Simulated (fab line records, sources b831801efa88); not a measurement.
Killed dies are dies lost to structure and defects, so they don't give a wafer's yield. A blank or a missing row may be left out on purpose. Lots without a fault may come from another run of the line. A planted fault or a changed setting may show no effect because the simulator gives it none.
Split-lot experiment | flow gf180mcu | 5 lots, 23 wafers read, on a route of 602 steps

THE SPLIT
At GF_HV_LDD_EXPOSE_16 (exposes mask Pplus LV AREA, target cd 400 nm), the setting dose_mj was moved away from the recipe's 140 on 5 of the 23 wafers read, by -5.8% to +1.9%. The other wafers ran this setting at the recipe's value.

FROM THE SPLIT TO THE READING: what the file shows between them, 2 steps
- GF_HV_LDD_PEB_17
- GF_HV_LDD_DEVELOP_18: develop time 60 s

THE READING
cd_nm, in nm, at GF_HV_LDD_CD_MEAS_19 (target cd 400 nm). Fault-free wafers of this fab line usually give 400.8 nm, standard deviation 2.5 nm.

wafer  | tool, chamber at the split | dose_mj as run | against the recipe | cd_nm, nm | against lot-mates on the recipe
L075.2 | iline_stepper-01, 0        | 140            | recipe             | 402.7     | -
L075.3 | iline_stepper-01, 0        | 142.6          | +1.9%              | 406.6     | +3.2
L075.4 | iline_stepper-01, 0        | 142.6          | +1.9%              | 409.2     | +5.8
L075.5 | iline_stepper-01, 0        | 140            | recipe             | 403.7     | -
L075.6 | iline_stepper-01, 0        | 140            | recipe             | 403.7     | -
L078.1 | iline_stepper-01, 0        | 140            | recipe             | 401.0     | -
L078.2 | iline_stepper-01, 0        | 131.9          | -5.8%              | 385.2     | -14.9
L078.3 | iline_stepper-01, 0        | 140            | recipe             | 399.3     | -
L078.5 | iline_stepper-01, 0        | 131.9          | -5.8%              | 383.1     | -17.0
L078.6 | iline_stepper-01, 0        | 131.9          | -5.8%              | 384.4     | -15.8
L079.1 | iline_stepper-02, 0        | 140            | recipe             | 399.7     | -
L079.2 | iline_stepper-02, 0        | 140            | recipe             | 399.4     | -
L079.3 | iline_stepper-02, 0        | 140            | recipe             | 400.3     | -
L079.5 | iline_stepper-02, 0        | 140            | recipe             | 397.8     | -
L079.6 | iline_stepper-02, 0        | 140            | recipe             | 399.9     | -
L080.2 | iline_stepper-01, 0        | 140            | recipe             | 399.6     | -
L080.5 | iline_stepper-01, 0        | 140            | recipe             | 399.0     | -
L080.6 | iline_stepper-01, 0        | 140            | recipe             | 400.6     | -
L083.1 | iline_stepper-02, 0        | 140            | recipe             | 403.6     | -
L083.2 | iline_stepper-02, 0        | 140            | recipe             | 405.2     | -
L083.3 | iline_stepper-02, 0        | 140            | recipe             | 405.0     | -
L083.4 | iline_stepper-02, 0        | 140            | recipe             | 403.2     | -
L083.5 | iline_stepper-02, 0        | 140            | recipe             | 404.1     | -

THE FIT
A straight line over all 23 wafers: cd_nm changes by +3.03 nm for each +1% of dose_mj; r = +0.95; the points scatter about the line by 2.2 nm.
The same after taking each lot's own level away (the mean of its wafers on the recipe; 23 wafers): +2.72 nm for each +1%; r = +0.99; scatter 0.88 nm.
On that fit, the largest move of dose_mj shifts the reading by 16 nm.
The lots' own levels span 399.42 to 404.22 nm, that is 1.9 times the standard deviation above.
So the lot-to-lot level changes the slope: the two fits differ.
Check: with one of the wafers moved furthest among these (-5.8%) left out of the fit, the line predicts -16.2 nm for it against its lot-mates. It came out at -14.9 nm against them.

OTHER SPLITS ON THESE WAFERS
These wafers also went through other splits before the reading. Each is held against what the fit with the lots' levels taken away leaves over:
other split on the same wafers | wafers away from the commonest value | r with cd_nm (lot level and that fit taken away)
GF_HV_LDD_IMPLANT_09 dose_cm2  | 10                                   | +0.13

THE FILE'S OWN FIT
cd_nm changes by +2.72 nm for each +1% of dose_mj, r = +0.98.
